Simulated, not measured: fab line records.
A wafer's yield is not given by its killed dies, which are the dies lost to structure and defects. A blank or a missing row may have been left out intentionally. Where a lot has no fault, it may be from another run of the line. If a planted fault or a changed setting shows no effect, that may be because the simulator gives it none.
8D (eight disciplines) problem report, filled in by code ; flow sky130 ; the parts of the form that need people (team, actions taken, sign-off) are left out

## 1. PROBLEM STATEMENT
Across 6 wafers from 2 lots, RES_XHIGH_TW at SKY_RES_XHIGH_TW_MEAS_09 averages 1491, while fault-free wafers read 1637 with a standard deviation of 31. Relative to the usual mean, that is a shift of -4.7 standard deviations.
First seen on wafer L111.1, day 30 19:14, on film_metro-03. The record holds 42 wafers of 14 lots with a number at this step. By rule, "out" or "out of limits" means more than 4 standard deviations away from the usual mean. Any other wafer with a number is counted as sound.

## 2. WHAT IT IS AND WHAT IT IS NOT
question;is;is not
which readings at this step;RES_XHIGH_TW;-
which lots;L111, L113;L101, L102, L104, L106, L107, L108, L109, L112, L119, L121, L122, L123
which wafers of those lots;all that have a number;-
read on which gauges;film_metro-03, film_metro-04;film_metro-02
when;from day 30 19:14;"up to then (21 sound wafers); but 15 sound wafers of L112, L119, L121, L122, L123 came after"

## 3. THE SUSPECTS, EACH WITH WHAT RULES IT OUT
Counting: a tool at a process step up to the reading stays a suspect if it ran every lot that is out and no sound lot after the first of them.
- the gauge at SKY_RES_XHIGH_TW_MEAS_09 is ruled out. The wafers that are out were read on 2 gauges (film_metro-03, film_metro-04).
- implanter-02 at SKY_RES_XHIGH_IMPLANT_07: ruled out as a lasting fault. The sound lots L122 went through it after L111, its earliest lot that is out (day 30 18:59).
Left after counting: nothing in the record.

## 4. THE CAUSE (what the simulator had put in)
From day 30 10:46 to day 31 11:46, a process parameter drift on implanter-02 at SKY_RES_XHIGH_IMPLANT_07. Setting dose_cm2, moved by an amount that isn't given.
It was ruled out by counting, in error; the rule expects a fault to strike all lots run on its tool from its start on, and this fault did not.

## 5. SEQUENCE OF EFFECTS, ordered by route
Rows list readings where the struck wafers' mean (over those with a number) sits beyond 3 standard deviations from the usual. Only readings for which the record gives a usual standard deviation are gone through. hours: the time from each lot's start at the first step in this table that gives one to its start at this step, as a median over the lots. sigmas: the change in usual standard deviations.
hours;step;reading;usual;on struck wafers;change;sigmas
0;SKY_RES_XHIGH_IMPLANT_07;beam_on_s;37.4 s;24.9;-12.5;-4.5
0;SKY_RES_XHIGH_IMPLANT_07;dose_ions_cm2;3.6e+14;2.6e+14;-9.7e+13;-99 or more
0;SKY_RES_XHIGH_TW_MEAS_09;RES_XHIGH_TW;1637;1491;-146;-4.7
29;SKY_SD_N_RS_MEAS_18;RES_XHIGH_RS;333.4 ohm/sq;427.6;+94.2;+72
Its process steps:
- SKY_RES_XHIGH_IMPLANT_07

## 6. HOW IT WOULD HAVE BEEN CAUGHT EARLIER
8 hours passed between the start of the fault at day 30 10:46 and the first reading out of limits at a measuring or inspecting step in this record, taken at day 30 19:14.
Tool's own readings at SKY_RES_XHIGH_IMPLANT_07, beam_on_s, dose_ions_cm2: out on all struck wafers the step has rows for; an alarm limit on them would have tripped on the first.
